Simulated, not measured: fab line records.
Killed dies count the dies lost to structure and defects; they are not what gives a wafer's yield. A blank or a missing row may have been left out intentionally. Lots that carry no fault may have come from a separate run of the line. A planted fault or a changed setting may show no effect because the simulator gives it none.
What tool caused it? ; flow sfq-line ; Sampling: 14 lots, 42 wafers, 4 of 325 route steps

## WHAT THE GAUGES READ, wafer by wafer
SFQ_JJ_OVL_MEAS_931.
lot;measured;on;J5_OVL (nm)
L107;day 38 01:35;overlay-01;3 6 6
L108;day 38 03:59;overlay-01;-1 -1 -1
L110;day 39 12:34;overlay-02;13 16 13
L111;day 39 16:56;overlay-01;4 2 14
L112;day 39 20:32;overlay-01;9 8 10
L117;day 48 01:44;overlay-01;-5 -3 -3
L120;day 59 18:10;overlay-01;3 0 -8
L121;day 59 20:42;overlay-01;7 1 9
L122;day 60 00:21;overlay-02;1 2 1
L123;day 60 01:33;overlay-02;17 16 13
L124;day 60 05:14;overlay-02;-2 4 -1
L128;day 60 16:49;overlay-02;1 -3 5
L129;day 60 18:01;overlay-01;0 -4 4
L130;day 60 19:13;overlay-02;1 -7 -7

## EACH LOT AND THE TOOL THAT RAN IT (in order: tool; ch and the chambers of the sampled wafers; start)
lot;SFQ_TRILAYER_I3_VIA_STRIP_STRIP_089;SFQ_TRILAYER_M4_DEP_SPUTTER_091;SFQ_TRILAYER_I4_VIA_STRIP_STRIP_107
L107;rie-metal-01 ch 0,1, day 36 09:14;pvd-sputter-03, day 36 10:02;rie-metal-03 ch 0,1, day 37 13:46
L108;rie-metal-02 ch 0,1, day 36 13:02;pvd-sputter-04, day 36 13:38;rie-metal-04 ch 0,1, day 37 15:10
L110;rie-metal-01 ch 0,1, day 37 05:38;pvd-sputter-06, day 37 06:26;rie-metal-02 ch 0,1, day 38 17:10
L111;rie-metal-04 ch 0,1, day 37 12:50;pvd-sputter-03, day 37 13:49;rie-metal-03 ch 0,1, day 39 04:43
L112;rie-metal-01 ch 0,1, day 38 04:38;pvd-sputter-06, day 38 05:14;rie-metal-04 ch 0,1, day 39 14:55
L117;rie-metal-01 ch 0,1, day 39 15:55;pvd-sputter-06, day 39 16:43;rie-metal-02 ch 0,1, day 46 12:37
L120;rie-metal-04 ch 0,1, day 44 18:13;pvd-sputter-06, day 44 19:13;rie-metal-03 ch 0,1, day 54 12:53
L121;rie-metal-04 ch 0,1, day 44 20:46;pvd-sputter-04, day 44 21:34;rie-metal-04 ch 0,1, day 54 14:05
L122;rie-metal-02 ch 0,1, day 45 02:58;pvd-sputter-06, day 45 03:34;rie-metal-04 ch 0,1, day 54 15:29
L123;rie-metal-01 ch 0,1, day 45 04:38;pvd-sputter-04, day 45 05:27;rie-metal-02 ch 0,1, day 54 16:29
L124;rie-metal-02 ch 0,1, day 45 05:50;pvd-sputter-03, day 45 06:39;rie-metal-03 ch 0,1, day 54 18:53
L128;rie-metal-02 ch 0, day 45 19:10;pvd-sputter-06, day 45 20:34;rie-metal-03 ch 0,1, day 55 02:13
L129;rie-metal-01 ch 0,1, day 50 03:15;pvd-sputter-06, day 50 04:03;rie-metal-03 ch 0,1, day 55 04:56
L130;rie-metal-04 ch 0,1, day 50 03:19;pvd-sputter-03, day 50 04:07;rie-metal-04 ch 1, day 55 06:41
- SFQ_TRILAYER_I3_VIA_STRIP_STRIP_089: strips in O2.
- SFQ_TRILAYER_M4_DEP_SPUTTER_091: material Nb, target thk 200 nm, time 133.3 s.
- SFQ_TRILAYER_I4_VIA_STRIP_STRIP_107: strips in O2.

## AS READ BY THE TOOLS THEMSELVES (means over the sampled wafers that have a number; for cases with no such wafer, the mark the record gives instead)
SFQ_TRILAYER_I3_VIA_STRIP_STRIP_089.
lot;tool;chamber-pressure-mTorr (mTorr);drypump-motor-current-A (A);oes-product-au (a.u.)
L107;rie-metal-01;49.98;5.7;0.996
L108;rie-metal-02;50.04;6.1;0.997
L110;rie-metal-01;50.03;5.8;0.992
L111;rie-metal-04;49.98;6.1;1.003
L112;rie-metal-01;50.00;5.7;0.991
L117;rie-metal-01;49.99;5.7;0.996
L120;rie-metal-04;50.03;5.9;0.999
L121;rie-metal-04;50.04;5.9;1.004
L122;rie-metal-02;50.02;6.1;0.999
L123;rie-metal-01;50.01;5.7;0.990
L124;rie-metal-02;50.00;6.1;0.995
L128;rie-metal-02;49.97;6.5;1.006
L129;rie-metal-01;50.01;5.8;1.002
L130;rie-metal-04;49.99;6.1;1.014

SFQ_TRILAYER_M4_DEP_SPUTTER_091.
lot;tool;throttle-valve-pct (%)
L107;pvd-sputter-03;29.5
L108;pvd-sputter-04;30.8
L110;pvd-sputter-06;28.9
L111;pvd-sputter-03;28.1
L112;pvd-sputter-06;28.8
L117;pvd-sputter-06;29.5
L120;pvd-sputter-06;28.9
L121;pvd-sputter-04;31.3
L122;pvd-sputter-06;29.1
L123;pvd-sputter-04;31.6
L124;pvd-sputter-03;30.9
L128;pvd-sputter-06;29.5
L129;pvd-sputter-06;29.5
L130;pvd-sputter-03;30.4

SFQ_TRILAYER_I4_VIA_STRIP_STRIP_107.
lot;tool;chamber-pressure-mTorr (mTorr);drypump-motor-current-A (A);oes-product-au (a.u.)
L107;rie-metal-03;49.99;6.1;1.000
L108;rie-metal-04;50.03;5.9;1.013
L110;rie-metal-02;-;-;-
L111;rie-metal-03;-;-;-
L112;rie-metal-04;50.05;5.9;1.006
L117;rie-metal-02;50.01;5.6;1.005
L120;rie-metal-03;50.07;6.0;1.005
L121;rie-metal-04;50.00;5.9;1.002
L122;rie-metal-04;50.00;5.9;0.999
L123;rie-metal-02;49.94;5.6;1.010
L124;rie-metal-03;50.01;5.8;0.998
L128;rie-metal-03;50.01;6.0;0.995
L129;rie-metal-03;49.98;5.8;0.993
L130;rie-metal-04;50.01;5.7;0.995

## THE ANSWER, worked out from the rows above alone
Rule: what is usual is taken from the lots themselves. Put in order of their means at a reading, lots are off if they are a third of the lots or fewer, leave a main group of 4 or more, and stand apart from it by a gap of 3 or more times the standard deviation of the main group's means; of several such gaps the widest counts. A main group is skipped when, at the precision printed for the reading in the tables above, its means are all equal. A lot without any number at a reading at which 4 lots or more have one is off too. Where the step has rows for the other lots, those lots are counted as sound. First the gauges in route order, then the tools' own readings, where a lot's mean is used as printed above. The first step at which some lot is off is used, and at that step the reading that is off furthest; a lot without a number counts as furthest.
Off: L110, L111, at SFQ_TRILAYER_I4_VIA_STRIP_STRIP_107 (chamber-pressure-mTorr). Without a number there: L110, L111. Mean 50.01 mTorr and standard deviation 0.032 in the main group.
A tool fits if, at that step or a process step before it, it ran every lot that is off, and no sound lot after the first of them. None of those tried fits.

## WHAT THE SIMULATOR HAD PUT IN
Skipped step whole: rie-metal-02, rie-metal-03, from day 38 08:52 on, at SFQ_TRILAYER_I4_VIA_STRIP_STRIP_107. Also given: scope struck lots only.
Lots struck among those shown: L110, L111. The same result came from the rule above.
